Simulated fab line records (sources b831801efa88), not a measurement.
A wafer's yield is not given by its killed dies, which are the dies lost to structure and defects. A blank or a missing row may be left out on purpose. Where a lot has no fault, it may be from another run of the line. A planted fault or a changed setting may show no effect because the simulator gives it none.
fab line records + flow gf180mcu
record
- lots=15
- wafers=45
- last_day=34
route steps=602 shown M1@332 V1@336
lots that met no fault: from a run of the same line without faults
start_h: the number of hours between the record's first day and the start of the first shown wafer of the lot + wait_h: how many hours have passed since the lot's step before this one + " as in the row above + L1.1+2: a row that stands for several wafers + - value missing, or start not given + * or withheld: withheld + < > ~ a bound
route shown NAME@n: names a module that has steps shown in the file, with the first one's number in the route + usual: average and standard deviation across the fault-free wafers + same: alike in all rows + chamber/n: place in a boat + sites: the reading at each site + _std_site: standard deviation across them + _edge_site: mean of outer sites minus mean of inner sites + radius_mm: how far each site lies from the wafer's centre + mask NAME#n: copy n + behind: the tool/chamber that last shaped the wafer + hold: why the lot went on hold/how many hours it stayed there/how the hold came to an end + device: whichever transistor did not switch (one of n, p or np) + end of line: at the end of the route, the tests of the same wafers + a step without rows: its recipe alone + killed: at the first sort, the dies lost to defects and structure; wafer yield is something else + map: shows each die of a wafer: x if killed, . if not, _ if none is there
set.NAME: the setting the step ran with; set.NAME@STEP: the setting that earlier step ran with + model.NAME: the simulator's own value behind a step, which no gauge read
steps of the route over a sample of lots; a table a step, a row a wafer
services: from which hour (start_h, from the record's first day; less than 0 if before it) a tool's chamber was out of use, for how many hours, and why
## steps
# step GF_M1_STRIP_17
# recipe
- chemistry=O2/N2
- power_w=1400
- pressure_mtorr=1500
- platen_temp_c=250
- o2_flow_sccm=3000
- n2_flow_sccm=300
- overash_fraction=0.5
# usual
- drypump_motor_current_A=5.8/0.37
- heater_power_w=367/31
- oes_product_au=0.559/0.0045
- platen_temp_c=250.03/0.18
- strip_time_to_endpoint_s=7.89/0.038
# same
- overash_fraction=0.5
| lot.wafer | tool            | chamber | start_h | wait_h | drypump_motor_current_A | heater_power_w | oes_product_au | platen_temp_c | rf_hours_counter_h | strip_time_to_endpoint_s |
|-----------|-----------------|---------|---------|--------|-------------------------|----------------|----------------|---------------|--------------------|--------------------------|
| L204.3    | plasma_asher-03 | 0       | 382.96  | 0.1    | 5.4                     | 382            | 0.566          | 250.57        | -                  | 7.90                     |
| L204.4    | "               | 1       | "       | "      | 5.9                     | 391            | 0.564          | 250.07        | -                  | 7.93                     |
| L204.6    | "               | 1       | "       | "      | 5.8                     | 390            | 0.552          | 249.98        | -                  | 7.88                     |
| L206.1    | plasma_asher-01 | 0       | 404.61  | 0.1    | 6.3                     | 393            | 0.561          | 249.97        | 83                 | 7.94                     |
| L206.2    | "               | 1       | "       | "      | 5.4                     | 352            | 0.565          | 250.28        | 83                 | 7.96                     |
| L206.4    | "               | 0       | "       | "      | 6.3                     | 404            | 0.563          | 250.06        | -                  | 7.95                     |
| L207.3    | plasma_asher-03 | 1       | 417.57  | 0.1    | 5.9                     | 396            | 0.559          | 249.63        | -                  | 7.91                     |
| L207.5    | "               | 1       | "       | "      | 5.9                     | 393            | 0.558          | 249.93        | -                  | 7.85                     |
| L207.6    | "               | 0       | "       | "      | 5.4                     | 381            | 0.559          | 250.23        | -                  | 7.93                     |
| L209.1    | plasma_asher-03 | 1       | 436.33  | 0.1    | 5.9                     | 393            | 0.554          | 250.01        | 56                 | 7.88                     |
| L209.2    | "               | 0       | "       | "      | 5.4                     | 375            | 0.557          | 250.13        | 56                 | 7.91                     |
| L209.3    | "               | 0       | "       | "      | 5.4                     | 375            | 0.547          | 249.95        | -                  | 7.83                     |
| L211.1    | plasma_asher-03 | 1       | 458.53  | 0.1    | 5.9                     | 399            | 0.560          | 249.89        | 58                 | 7.95                     |
| L211.5    | "               | 0       | "       | "      | 5.4                     | 387            | 0.562          | 249.88        | -                  | 7.88                     |
| L211.6    | "               | 1       | "       | "      | 5.9                     | 396            | 0.568          | 249.88        | -                  | 7.95                     |
| L212.2    | plasma_asher-03 | 0       | 460.73  | 0.1    | 5.4                     | 376            | 0.557          | 249.90        | 58                 | 7.90                     |
| L212.3    | "               | 0       | "       | "      | 5.4                     | 378            | 0.555          | 250.08        | -                  | 7.92                     |
| L212.5    | "               | 0       | "       | "      | 5.4                     | 387            | 0.558          | 249.85        | -                  | 7.87                     |
| L213.1    | plasma_asher-04 | 0       | 470.23  | 0.1    | 6.0                     | 294            | 0.558          | 249.99        | 38                 | 7.90                     |
| L213.5    | "               | 1       | "       | "      | 6.4                     | 337            | 0.565          | 249.85        | -                  | 7.94                     |
| L213.6    | "               | 0       | "       | "      | 6.1                     | 298            | 0.561          | 250.08        | -                  | 7.88                     |
| L215.3    | plasma_asher-01 | 0       | 490.29  | 0.1    | 6.3                     | 369            | 0.550          | 250.02        | -                  | 7.87                     |
| L215.4    | "               | 1       | "       | "      | 5.4                     | 329            | 0.549          | 249.77        | -                  | 7.85                     |
| L215.5    | "               | 0       | "       | "      | 6.3                     | 357            | 0.563          | 249.99        | -                  | 7.87                     |
| L216.1    | plasma_asher-01 | 1       | 499.69  | 0.2    | 5.4                     | 328            | 0.563          | 249.69        | 8                  | 7.90                     |
| L216.3    | "               | 0       | "       | "      | 6.3                     | 374            | 0.562          | 250.07        | -                  | 7.92                     |
| L216.6    | "               | 0       | "       | "      | 6.3                     | 371            | 0.557          | 249.78        | -                  | 7.89                     |
| L218.1    | plasma_asher-03 | 0       | 516.33  | 0.1    | 5.4                     | 387            | 0.559          | 250.13        | 64                 | 7.92                     |
| L218.2    | "               | 1       | "       | "      | 5.9                     | 388            | 0.554          | 249.98        | 64                 | 7.89                     |
| L218.5    | "               | 1       | "       | "      | 5.9                     | 397            | 0.556          | 250.02        | -                  | 7.90                     |
| L219.2    | plasma_asher-04 | 1       | 519.31  | 0.1    | 6.4                     | 339            | 0.553          | 249.82        | 44                 | 7.84                     |
| L219.3    | "               | 0       | "       | "      | 6.0                     | 294            | 0.558          | 250.10        | -                  | 7.91                     |
| L219.5    | "               | 0       | "       | "      | 6.1                     | 297            | 0.569          | 249.81        | -                  | 7.88                     |
| L220.1    | plasma_asher-01 | 0       | 530.81  | 0.1    | 6.3                     | 361            | 0.557          | 250.01        | 11                 | 7.85                     |
| L220.4    | "               | 0       | "       | "      | 6.3                     | 379            | 0.557          | 250.10        | -                  | 7.87                     |
| L220.6    | "               | 0       | "       | "      | 6.3                     | 360            | 0.559          | 249.91        | -                  | 7.83                     |
| L221.1    | plasma_asher-03 | 1       | 537.88  | 0.1    | 5.8                     | 402            | 0.557          | 250.30        | 66                 | 7.84                     |
| L221.4    | "               | 0       | "       | "      | 5.4                     | 388            | 0.558          | 250.13        | -                  | 7.85                     |
| L221.6    | "               | 1       | "       | "      | 5.9                     | 399            | 0.556          | 249.88        | -                  | 7.86                     |
| L224.1    | plasma_asher-03 | 0       | 562.21  | 0.1    | 5.5                     | 390            | 0.555          | 250.27        | 69                 | 7.84                     |
| L224.2    | "               | 1       | "       | "      | 5.8                     | 388            | 0.561          | 250.03        | 69                 | 7.88                     |
| L224.5    | "               | 1       | "       | "      | 5.9                     | 395            | 0.557          | 250.14        | -                  | 7.87                     |
| L227.2    | plasma_asher-01 | 1       | 588.51  | 0.1    | 5.4                     | 324            | 0.563          | 250.15        | 18                 | 7.93                     |
| L227.4    | "               | 0       | "       | "      | 6.3                     | 373            | 0.560          | 250.13        | -                  | 7.89                     |
| L227.5    | "               | 1       | "       | "      | 5.4                     | 329            | 0.560          | 250.24        | -                  | 7.95                     |
# step GF_V1_THK_MEAS_01
# recipe
- reads=SiO2_of_V1_CVD_00
# usual
- V1_CVD_00_THK=601/5.4
| lot.wafer | tool          | chamber | start_h | wait_h | V1_CVD_00_THK[nm] |
|-----------|---------------|---------|---------|--------|-------------------|
| L204.3    | film_metro-03 | -       | 383.58  | 0.1    | 595               |
| L204.4    | "             | -       | "       | "      | 592               |
| L204.6    | "             | -       | "       | "      | 602               |
| L206.1    | film_metro-01 | -       | 405.21  | 0.0    | 589               |
| L206.2    | "             | -       | "       | "      | 594               |
| L206.4    | "             | -       | "       | "      | 592               |
| L207.3    | film_metro-01 | -       | 418.17  | 0.1    | 599               |
| L207.5    | "             | -       | "       | "      | 597               |
| L207.6    | "             | -       | "       | "      | 592               |
| L209.1    | film_metro-02 | -       | 436.95  | 0.0    | 600               |
| L209.2    | "             | -       | "       | "      | 603               |
| L209.3    | "             | -       | "       | "      | 596               |
| L211.1    | film_metro-03 | -       | 459.17  | 0.0    | 596               |
| L211.5    | "             | -       | "       | "      | 596               |
| L211.6    | "             | -       | "       | "      | 603               |
| L212.2    | film_metro-02 | -       | 461.35  | 0.0    | 601               |
| L212.3    | "             | -       | "       | "      | 598               |
| L212.5    | "             | -       | "       | "      | 599               |
| L213.1    | film_metro-01 | -       | 470.83  | 0.0    | 596               |
| L213.5    | "             | -       | "       | "      | 599               |
| L213.6    | "             | -       | "       | "      | 604               |
| L215.3    | film_metro-02 | -       | 490.92  | 0.1    | 609               |
| L215.4    | "             | -       | "       | "      | 604               |
| L215.5    | "             | -       | "       | "      | 610               |
| L216.1    | film_metro-03 | -       | 500.29  | 0.0    | 594               |
| L216.3    | "             | -       | "       | "      | 603               |
| L216.6    | "             | -       | "       | "      | 606               |
| L218.1    | film_metro-02 | -       | 516.96  | 0.0    | 601               |
| L218.2    | "             | -       | "       | "      | 604               |
| L218.5    | "             | -       | "       | "      | 599               |
| L219.2    | film_metro-03 | -       | 519.93  | 0.0    | 600               |
| L219.3    | "             | -       | "       | "      | 600               |
| L219.5    | "             | -       | "       | "      | 595               |
| L220.1    | film_metro-02 | -       | 531.41  | 0.0    | 602               |
| L220.4    | "             | -       | "       | "      | 606               |
| L220.6    | "             | -       | "       | "      | 603               |
| L221.1    | film_metro-03 | -       | 538.50  | 0.0    | 601               |
| L221.4    | "             | -       | "       | "      | 595               |
| L221.6    | "             | -       | "       | "      | 604               |
| L224.1    | film_metro-02 | -       | 562.82  | 0.0    | 599               |
| L224.2    | "             | -       | "       | "      | 598               |
| L224.5    | "             | -       | "       | "      | 604               |
| L227.2    | film_metro-02 | -       | 589.12  | 0.0    | 597               |
| L227.4    | "             | -       | "       | "      | 597               |
| L227.5    | "             | -       | "       | "      | 596               |
# step GF_V1_SPUTTER_21
# recipe
- material=Ti
- target_thk_nm=15
- chamber_pressure_pa=5
- power_w=2500
- substrate_temp_c=200
- time_s=80.02
# usual
- cathode_dc_power_W=2500.0/0.46
- chamber_pressure_pa=5.000/0.011
- throttle_valve_pct=29.9/1.3
| lot.wafer | tool           | chamber | start_h | wait_h | cathode_dc_power_W | chamber_pressure_pa | throttle_valve_pct |
|-----------|----------------|---------|---------|--------|--------------------|---------------------|--------------------|
| L204.3    | pvd_sputter-03 | -       | 408.04  | 0.0    | 2500.9             | 5.024               | 28.2               |
| L204.4    | "              | -       | "       | "      | 2500.1             | 4.981               | 28.8               |
| L204.6    | "              | -       | "       | "      | 2499.3             | 5.007               | 31.5               |
| L206.1    | pvd_sputter-01 | -       | 430.78  | 0.0    | 2499.4             | 5.006               | 32.3               |
| L206.2    | "              | -       | "       | "      | 2500.5             | 4.990               | 28.6               |
| L206.4    | "              | -       | "       | "      | 2499.6             | 5.011               | 28.8               |
| L207.3    | pvd_sputter-01 | -       | 443.51  | 0.0    | 2499.8             | 4.990               | 29.7               |
| L207.5    | "              | -       | "       | "      | 2499.5             | 4.998               | 32.1               |
| L207.6    | "              | -       | "       | "      | 2500.3             | 4.985               | 28.2               |
| L209.1    | pvd_sputter-03 | -       | 462.45  | 0.0    | 2500.0             | 5.012               | 28.9               |
| L209.2    | "              | -       | "       | "      | 2500.1             | 4.992               | 31.7               |
| L209.3    | "              | -       | "       | "      | 2500.0             | 5.015               | 28.4               |
| L211.1    | pvd_sputter-02 | -       | 484.83  | 0.0    | 2499.7             | 5.016               | 30.3               |
| L211.5    | "              | -       | "       | "      | 2499.9             | 5.010               | 31.2               |
| L211.6    | "              | -       | "       | "      | 2500.1             | 5.011               | 30.0               |
| L212.2    | pvd_sputter-01 | -       | 487.10  | 0.0    | 2499.5             | 4.998               | 28.7               |
| L212.3    | "              | -       | "       | "      | 2500.4             | 4.992               | 29.6               |
| L212.5    | "              | -       | "       | "      | 2500.4             | 5.001               | 29.4               |
| L213.1    | pvd_sputter-03 | -       | 496.04  | 0.0    | 2499.8             | 4.997               | 28.5               |
| L213.5    | "              | -       | "       | "      | 2499.8             | 4.988               | 29.1               |
| L213.6    | "              | -       | "       | "      | 2501.2             | 4.989               | 28.4               |
| L215.3    | pvd_sputter-02 | -       | 514.70  | 0.0    | 2499.9             | 5.027               | 30.2               |
| L215.4    | "              | -       | "       | "      | 2499.9             | 5.004               | 29.2               |
| L215.5    | "              | -       | "       | "      | 2500.8             | 5.037               | 29.7               |
| L216.1    | pvd_sputter-02 | -       | 524.96  | 0.0    | 2500.1             | 4.985               | 29.9               |
| L216.3    | "              | -       | "       | "      | 2499.8             | 5.019               | 29.3               |
| L216.6    | "              | -       | "       | "      | 2499.6             | 5.017               | 29.3               |
| L218.1    | pvd_sputter-03 | -       | 540.65  | 0.0    | 2500.4             | 4.988               | 30.8               |
| L218.2    | "              | -       | "       | "      | 2499.8             | 4.994               | 29.2               |
| L218.5    | "              | -       | "       | "      | 2499.5             | 4.994               | 28.9               |
| L219.2    | pvd_sputter-03 | -       | 543.99  | 0.0    | 2499.4             | 4.991               | 28.3               |
| L219.3    | "              | -       | "       | "      | 2501.0             | 4.991               | 30.7               |
| L219.5    | "              | -       | "       | "      | 2500.1             | 4.983               | 32.0               |
| L220.1    | pvd_sputter-02 | -       | 554.93  | 0.0    | 2500.2             | 5.007               | 30.8               |
| L220.4    | "              | -       | "       | "      | 2499.3             | 5.006               | 29.9               |
| L220.6    | "              | -       | "       | "      | 2499.3             | 5.003               | 31.1               |
| L221.1    | pvd_sputter-03 | -       | 562.97  | 0.0    | 2500.2             | 5.006               | 28.2               |
| L221.4    | "              | -       | "       | "      | 2501.0             | 5.000               | 30.6               |
| L221.6    | "              | -       | "       | "      | 2499.4             | 5.011               | 28.7               |
| L224.1    | pvd_sputter-01 | -       | 585.69  | 0.0    | 2500.2             | 4.994               | 32.0               |
| L224.2    | "              | -       | "       | "      | 2500.4             | 5.012               | 29.2               |
| L224.5    | "              | -       | "       | "      | 2499.3             | 5.009               | 29.5               |
| L227.2    | pvd_sputter-01 | -       | 610.85  | 0.0    | 2499.4             | 4.997               | 29.3               |
| L227.4    | "              | -       | "       | "      | 2499.8             | 4.997               | 29.4               |
| L227.5    | "              | -       | "       | "      | 2499.3             | 4.996               | 32.0               |
# step GF_V1_SPUTTER_22
# recipe
- material=TiN
- target_thk_nm=10
- chamber_pressure_pa=5
- power_w=4000
- time_s=40
# usual
- cathode_dc_power_W=4000.1/0.77
- chamber_pressure_pa=4.999/0.01
- throttle_valve_pct=29.9/1.3
| lot.wafer | tool           | chamber | start_h | wait_h | cathode_dc_power_W | chamber_pressure_pa | throttle_valve_pct |
|-----------|----------------|---------|---------|--------|--------------------|---------------------|--------------------|
| L204.3    | pvd_sputter-03 | -       | 408.10  | 0.0    | 4001.1             | 4.998               | 28.4               |
| L204.4    | "              | -       | "       | "      | 4000.8             | 5.001               | 28.9               |
| L204.6    | "              | -       | "       | "      | 3999.9             | 4.971               | 31.9               |
| L206.1    | pvd_sputter-01 | -       | 430.85  | 0.0    | 4000.3             | 4.996               | 32.0               |
| L206.2    | "              | -       | "       | "      | 4000.2             | 4.992               | 28.4               |
| L206.4    | "              | -       | "       | "      | 3999.8             | 5.002               | 29.4               |
| L207.3    | pvd_sputter-01 | -       | 443.57  | 0.0    | 4000.6             | 5.000               | 29.3               |
| L207.5    | "              | -       | "       | "      | 4001.0             | 4.998               | 32.2               |
| L207.6    | "              | -       | "       | "      | 3999.1             | 4.995               | 28.5               |
| L209.1    | pvd_sputter-03 | -       | 462.51  | 0.0    | 3999.5             | 5.023               | 29.1               |
| L209.2    | "              | -       | "       | "      | 3999.3             | 5.010               | 31.6               |
| L209.3    | "              | -       | "       | "      | 4000.6             | 4.987               | 28.5               |
| L211.1    | pvd_sputter-02 | -       | 484.89  | 0.0    | 4000.1             | 5.012               | 30.4               |
| L211.5    | "              | -       | "       | "      | 4000.3             | 5.006               | 31.2               |
| L211.6    | "              | -       | "       | "      | 3999.8             | 5.009               | 30.0               |
| L212.2    | pvd_sputter-01 | -       | 487.16  | 0.0    | 3999.4             | 5.010               | 28.6               |
| L212.3    | "              | -       | "       | "      | 4001.5             | 5.003               | 29.4               |
| L212.5    | "              | -       | "       | "      | 4000.9             | 4.982               | 29.5               |
| L213.1    | pvd_sputter-03 | -       | 496.10  | 0.0    | 3999.6             | 4.994               | 28.4               |
| L213.5    | "              | -       | "       | "      | 4000.5             | 4.988               | 29.1               |
| L213.6    | "              | -       | "       | "      | 3999.8             | 4.995               | 28.4               |
| L215.3    | pvd_sputter-02 | -       | 514.76  | 0.0    | 3999.7             | 4.986               | 30.1               |
| L215.4    | "              | -       | "       | "      | 3999.9             | 5.003               | 29.1               |
| L215.5    | "              | -       | "       | "      | 4001.8             | 4.990               | 30.0               |
| L216.1    | pvd_sputter-02 | -       | 525.02  | 0.0    | 3999.4             | 5.000               | 30.1               |
| L216.3    | "              | -       | "       | "      | 3999.7             | 5.000               | 29.0               |
| L216.6    | "              | -       | "       | "      | 4001.1             | 4.994               | 29.1               |
| L218.1    | pvd_sputter-03 | -       | 540.71  | 0.0    | 3999.9             | 4.989               | 30.9               |
| L218.2    | "              | -       | "       | "      | 4001.4             | 4.979               | 29.0               |
| L218.5    | "              | -       | "       | "      | 4000.0             | 4.995               | 28.7               |
| L219.2    | pvd_sputter-03 | -       | 544.05  | 0.0    | -                  | -                   | -                  |
| L219.3    | "              | -       | "       | "      | -                  | -                   | -                  |
| L219.5    | "              | -       | "       | "      | -                  | -                   | -                  |
| L220.1    | pvd_sputter-02 | -       | 554.99  | 0.0    | -                  | -                   | -                  |
| L220.4    | "              | -       | "       | "      | -                  | -                   | -                  |
| L220.6    | "              | -       | "       | "      | -                  | -                   | -                  |
| L221.1    | pvd_sputter-03 | -       | 563.03  | 0.0    | -                  | -                   | -                  |
| L221.4    | "              | -       | "       | "      | -                  | -                   | -                  |
| L221.6    | "              | -       | "       | "      | -                  | -                   | -                  |
| L224.1    | pvd_sputter-01 | -       | 585.75  | 0.0    | 3999.9             | 5.000               | 32.0               |
| L224.2    | "              | -       | "       | "      | 4000.1             | 5.000               | 29.4               |
| L224.5    | "              | -       | "       | "      | 4000.2             | 5.016               | 29.7               |
| L227.2    | pvd_sputter-01 | -       | 610.91  | 0.0    | 3999.3             | 4.998               | 29.3               |
| L227.4    | "              | -       | "       | "      | 3999.1             | 4.997               | 29.3               |
| L227.5    | "              | -       | "       | "      | 4000.2             | 5.000               | 32.1               |
## services
| tool            | chamber | start_h | hours | kind       |
|-----------------|---------|---------|-------|------------|
| plasma_asher-01 | -       | 409.91  | 11.0  | repair     |
| plasma_asher-01 | -       | 421.25  | 9.0   | pm         |
| plasma_asher-01 | 0       | 421.25  | 9.0   | vent_cycle |
| plasma_asher-01 | 1       | 421.25  | 9.0   | vent_cycle |
| plasma_asher-01 | 0       | 430.25  | -     | clean      |
| plasma_asher-01 | 1       | 430.25  | -     | clean      |
| plasma_asher-04 | -       | 434.94  | 2.1   | repair     |
| pvd_sputter-03  | -       | 510.18  | 4.8   | repair     |
| pvd_sputter-03  | -       | 510.98  | 2.2   | repair     |
| plasma_asher-04 | -       | 547.54  | 18.9  | repair     |
| pvd_sputter-03  | -       | 596.07  | 11.2  | repair     |
## key
first_sign
- step=GF_V1_SPUTTER_22
- reading=tool_record
- direction=missing
effect none on later readings
met_at GF_V1_SPUTTER_22
struck_lots L219,L220,L221
later_rows_left_out L219.2,L219.3,L219.5,L220.1,L220.4,L220.6,L221.1,L221.4,L221.6
sort_left_out L219.2,L219.3,L219.5,L220.1,L220.4,L220.6,L221.1,L221.4,L221.6
not_acting_at GF_M1_STRIP_17,GF_V1_THK_MEAS_01,GF_V1_SPUTTER_21
onset_between 540.71 544.05
fault
- kind=skipped_step_whole
- tool=pvd_sputter-02,pvd_sputter-03
- chamber=-
- onset_h=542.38
- steps=GF_V1_SPUTTER_22
- scope=struck_lots_only
# sort_left_out: the simulated sort isn't trusted on such a fault, so these wafers' sort isn't shown, and their yield isn't known
# later_rows_left_out: the simulator's readings of these wafers behind a module that went badly wrong aren't trusted and aren't shown, but for the sort
